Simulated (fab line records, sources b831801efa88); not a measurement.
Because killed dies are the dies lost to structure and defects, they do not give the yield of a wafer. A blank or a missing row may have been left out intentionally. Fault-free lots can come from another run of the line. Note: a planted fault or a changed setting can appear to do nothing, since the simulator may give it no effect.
Check of tool commonality / flow gf180mcu / 33 wafers sampled across 11 lots

## THE REASON FOR OPENING IT
GF_V4_RS_MEAS_24, reading V4_W_RS: flagged on 3 of 11 lots. Wafers without a fault read 0.325 ohm/sq, standard deviation 0.0057.
Rule: flag the lot when none of its wafers has a number, or when each of its wafers that has one lies beyond 4 standard deviations from that mean. All remaining lots are regarded as sound.

lot=L412; measured=day 25 08:55; on=film metro-02; V4_W_RS (ohm/sq), wafer by wafer=0.324 0.322 0.316; flag=
lot=L414; measured=day 26 03:17; on=film metro-02; V4_W_RS (ohm/sq), wafer by wafer=0.320 0.325 0.329; flag=
lot=L416; measured=day 26 14:53; on=film metro-04; V4_W_RS (ohm/sq), wafer by wafer=0.334 0.337 0.333; flag=
lot=L417; measured=day 27 03:20; on=film metro-01; V4_W_RS (ohm/sq), wafer by wafer=0.326 0.319 0.329; flag=
lot=L418; measured=day 27 07:45; on=film metro-01; V4_W_RS (ohm/sq), wafer by wafer=0.319 0.327 0.329; flag=
lot=L421; measured=day 28 07:18; on=film metro-02; V4_W_RS (ohm/sq), wafer by wafer=0.329 0.331 0.330; flag=
lot=L426; measured=day 29 22:05; on=film metro-01; V4_W_RS (ohm/sq), wafer by wafer=0.318 0.325 0.323; flag=
lot=L429; measured=day 31 01:22; on=film metro-04; V4_W_RS (ohm/sq), wafer by wafer=0.382 0.389 0.378; flag=FLAGGED
lot=L431; measured=day 31 02:17; on=film metro-02; V4_W_RS (ohm/sq), wafer by wafer=0.382 0.384 0.386; flag=FLAGGED
lot=L432; measured=day 31 16:20; on=film metro-02; V4_W_RS (ohm/sq), wafer by wafer=0.382 0.373 0.380; flag=FLAGGED
lot=L433; measured=day 31 18:16; on=film metro-04; V4_W_RS (ohm/sq), wafer by wafer=0.330 0.331 0.327; flag=
The mean of the flagged lots' numbers is 0.382 ohm/sq, +0.057 ohm/sq from the usual (+10 standard deviations).

## TOOL THAT RAN EACH LOT
Before the reading, the record contains 2 process steps out of a 602-step route. Cell contents, in order: the tool; ch with the chambers the sampled wafers went through; the start.
lot=L412; flag=; GF_V4_CVD_02=pecvd-02 ch 0,1,2, day 24 09:31; GF_V4_CVD_23=cvd w-02 ch 0,1, day 25 08:47
lot=L414; flag=; GF_V4_CVD_02=pecvd-04 ch 0,2, day 25 04:19; GF_V4_CVD_23=cvd w-02 ch 0,1, day 26 03:10
lot=L416; flag=; GF_V4_CVD_02=pecvd-02 ch 1,2, day 25 15:56; GF_V4_CVD_23=cvd w-01 ch 0,1, day 26 14:45
lot=L417; flag=; GF_V4_CVD_02=pecvd-02 ch 0,1,2, day 26 04:16; GF_V4_CVD_23=cvd w-02 ch 0,1, day 27 03:13
lot=L418; flag=; GF_V4_CVD_02=pecvd-02 ch 0,1, day 26 08:36; GF_V4_CVD_23=cvd w-02 ch 0,1, day 27 07:38
lot=L421; flag=; GF_V4_CVD_02=pecvd-01 ch 1,2, day 27 09:48; GF_V4_CVD_23=cvd w-01 ch 0,1, day 28 07:11
lot=L426; flag=; GF_V4_CVD_02=pecvd-04 ch 0,1,2, day 29 01:23; GF_V4_CVD_23=cvd w-02 ch 0,1, day 29 21:57
lot=L429; flag=FLAGGED; GF_V4_CVD_02=pecvd-04 ch 0,1,2, day 30 05:39; GF_V4_CVD_23=cvd w-02 ch 0,1, day 31 01:16
lot=L431; flag=FLAGGED; GF_V4_CVD_02=pecvd-02 ch 0,2, day 30 06:49; GF_V4_CVD_23=cvd w-02 ch 0,1, day 31 02:10
lot=L432; flag=FLAGGED; GF_V4_CVD_02=pecvd-02 ch 0,2, day 30 20:28; GF_V4_CVD_23=cvd w-02 ch 0,1, day 31 16:12
lot=L433; flag=; GF_V4_CVD_02=pecvd-01 ch 1,2, day 30 23:04; GF_V4_CVD_23=cvd w-01 ch 0,1, day 31 18:08
What the steps here do:
- GF_V4_CVD_02: deposits SiO2 from TEOS, target thk 850 nm, time 94.851 s.
- GF_V4_CVD_23: deposits W, target thk 350 nm, time 104.9 s.
- GF_V4_RS_MEAS_24: measures by four-point-probe.

## FLAGGED AGAINST TOTAL, ONE TOOL AT A TIME (gauges that did the reading follow at the end)
step=GF_V4_CVD_02; tool=pecvd-01; lots run=2; flagged=0; share of the flagged lots=none; sound lots run after its first flagged lot=-
step=GF_V4_CVD_02; tool=pecvd-02; lots run=6; flagged=2; share of the flagged lots=some; sound lots run after its first flagged lot=0
step=GF_V4_CVD_02; tool=pecvd-04; lots run=3; flagged=1; share of the flagged lots=some; sound lots run after its first flagged lot=0
step=GF_V4_CVD_23; tool=cvd w-01; lots run=3; flagged=0; share of the flagged lots=none; sound lots run after its first flagged lot=-
step=GF_V4_CVD_23; tool=cvd w-02; lots run=8; flagged=3; share of the flagged lots=all; sound lots run after its first flagged lot=0
step=GF_V4_RS_MEAS_24; tool=film metro-01; lots run=3; flagged=0; share of the flagged lots=none; sound lots run after its first flagged lot=-
step=GF_V4_RS_MEAS_24; tool=film metro-02; lots run=5; flagged=2; share of the flagged lots=some; sound lots run after its first flagged lot=0
step=GF_V4_RS_MEAS_24; tool=film metro-04; lots run=3; flagged=1; share of the flagged lots=some; sound lots run after its first flagged lot=1 (L433)

## WHAT IS ALLOWED BY THE TABLE
1 row of the table ran every flagged lot: cvd w-02 at GF_V4_CVD_23.
- cvd w-02 at GF_V4_CVD_23: 3 of its 8 lots flagged. Its last sound lot is L426 (day 29 21:57), its first flagged lot L429 (day 31 01:16): a fault that began between those two fits.
Left over: one tool, cvd w-02 at GF_V4_CVD_23.

## WHAT HAD BEEN PUT IN BY THE SIMULATOR
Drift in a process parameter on cvd w-02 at GF_V4_CVD_23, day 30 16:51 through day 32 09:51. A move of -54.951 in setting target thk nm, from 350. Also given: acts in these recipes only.
Struck lots among those shown: L429, L431, L432. The same result came from the rule above.
